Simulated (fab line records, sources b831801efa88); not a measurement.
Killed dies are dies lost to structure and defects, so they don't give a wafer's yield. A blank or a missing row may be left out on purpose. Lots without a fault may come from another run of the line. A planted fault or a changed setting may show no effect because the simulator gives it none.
Problem report in the 8D (eight disciplines) form, filled by code | flow sky130 | the parts of the form that need people (team, actions taken, sign-off) are left out

1. THE PROBLEM
VIA2_HDPCVD_THK at SKY_VIA2_THK_MEAS_01 reads a mean of 1389 nm on 5 wafers of 2 lots; wafers without a fault read 1170 nm with a standard deviation of 14. That is +16 standard deviations from the usual mean.
First seen on wafer L946.4, day 38 00:34, on film_metro-04. The record holds 38 wafers of 13 lots with a number at this step. Rule for "out", or "out of limits": more than 4 standard deviations from the usual mean. The other wafers with a number count as sound.

2. WHAT IT IS AND WHAT IT IS NOT
question                    | is                           | is not
which readings at this step | VIA2_HDPCVD_THK              | -
which lots                  | L946, L948                   | L936, L938, L940, L941, L942, L952, L955, L956, L957, L958, L959
which wafers of those lots  | all that have a number       | -
read on which gauges        | film_metro-03, film_metro-04 | film_metro-01
when                        | from day 38 00:34            | up to then (15 sound wafers); but 18 sound wafers of L952, L955, L956, L957, L958, L959 came after

3. SUSPECTS, AND WHAT RULES EACH OUT
Counting: a tool at a process step up to the reading stays a suspect if it ran every lot that is out and no sound lot after the first of them.
- the gauge at SKY_VIA2_THK_MEAS_01: ruled out. The wafers that are out were read on 2 gauges (film_metro-03, film_metro-04).
- hdpcvd-01 at SKY_VIA2_HDPCVD_00 (deposits SiO2, target thk 1180 nm, time 196.7 s): ruled out as a lasting fault. Sound lots L958, L959 ran on it after its first lot that is out, L946 (day 38 00:28).
Left after counting: nothing in the record.

4. THE CAUSE (what the simulator had put in)
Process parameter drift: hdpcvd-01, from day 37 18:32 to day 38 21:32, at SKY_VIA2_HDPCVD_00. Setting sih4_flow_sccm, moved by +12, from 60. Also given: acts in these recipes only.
Counting ruled it out, wrongly: the rule takes a fault to strike every lot that its tool runs from its start on, and this one did not.

5. THE CHAIN OF EFFECTS, in route order
Each row: a reading whose mean over the struck wafers that have a number lies more than 3 standard deviations from the usual. Only readings for which the record gives a usual standard deviation are gone through. hours: the time from each lot's start at the first step in this table that gives one to its start at this step, as a median over the lots. sigmas: the change in usual standard deviations.
hours | step                 | reading         | usual      | on struck wafers | change | sigmas
0     | SKY_VIA2_HDPCVD_00   | sih4_flow_sccm  | 59.99 sccm | 72.02            | +12.03 | +67
0     | SKY_VIA2_THK_MEAS_01 | VIA2_HDPCVD_THK | 1170 nm    | 1389             | +219   | +16
The process steps in it:
- SKY_VIA2_HDPCVD_00: deposits SiO2, target thk 1180 nm, time 196.7 s.
Later measuring or inspecting steps at which every struck wafer that the step has a row for has a number for every such reading, and none has moved that far: SKY_VIA2_CD_MEAS_12.

6. WHAT WOULD HAVE CAUGHT IT SOONER
In this record the first reading out of limits at a measuring or inspecting step was taken at day 38 00:34, 6 hours after the fault began at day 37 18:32.
The tool's own readings at SKY_VIA2_HDPCVD_00 were out on every struck wafer that the step has a row for (sih4_flow_sccm): an alarm limit on them would have fired on the first of those.
